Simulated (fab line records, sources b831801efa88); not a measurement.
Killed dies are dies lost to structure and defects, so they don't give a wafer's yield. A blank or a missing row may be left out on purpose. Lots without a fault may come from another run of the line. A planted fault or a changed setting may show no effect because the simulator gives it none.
Chamber matching | flow sky130 | SKY_VIA3_CMP_24 on cmp-01: 4 sister chambers
The step polishes, stops on SiO2, t overpolish 20 s, target thk 0 nm. 8 wafers are shown with their chamber, then 7 later ones without.

WAFERS WITH THEIR CHAMBER
wafer  | chamber | motor_current_A (A) | edge_zone_pressure_frac
L990.3 | 3       | 11.3                | 1.007
L997.2 | 0       | 9.8                 | 0.994
L997.3 | 1       | 10.1                | 0.995
L997.6 | 0       | 9.4                 | 0.995
L999.3 | 3       | 11.5                | 1.001
L999.6 | 2       | 14.7                | 0.997
L106.2 | 1       | 9.6                 | 1.000
L106.4 | 2       | 15.4                | 0.997

WAFERS WITHOUT THEIR CHAMBER
wafer  | motor_current_A (A) | edge_zone_pressure_frac
L106.5 | 15.1                | 0.995
L109.1 | 9.6                 | 0.998
L109.3 | 11.8                | 1.004
L109.4 | 9.7                 | 0.999
L112.2 | 9.5                 | 1.004
L112.5 | 9.5                 | 0.998
L112.6 | 9.5                 | 1.002

WHICH CHAMBER EACH WENT THROUGH
wafer  | from the rows above     | in truth
L106.5 | 2                       | 2
L109.1 | can't be placed: 1 or 0 | 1
L109.3 | 3                       | 3
L109.4 | can't be placed: 1 or 0 | 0
L112.2 | can't be placed: 1 or 0 | 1
L112.5 | can't be placed: 1 or 0 | 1
L112.6 | can't be placed: 1 or 0 | 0
Placed correctly: 2 of 7. Can't be placed from these rows: 5 (the true chamber is among the candidates in 5). Placed wrongly: 0.
How it was worked out, from the rows above alone: a wafer's distance from a chamber is the root of the sum, over the readings, of the square of ((its reading less the chamber's mean) divided by the reading's scatter). The wafer belongs to the nearest chamber; if the next one is less than 2 further off, it can't be placed. A chamber's mean is the mean of its shown wafers. The scatter: the root of (the sum of the squares of (reading less its chamber's mean) over the shown wafers, divided by (wafers less chambers)).
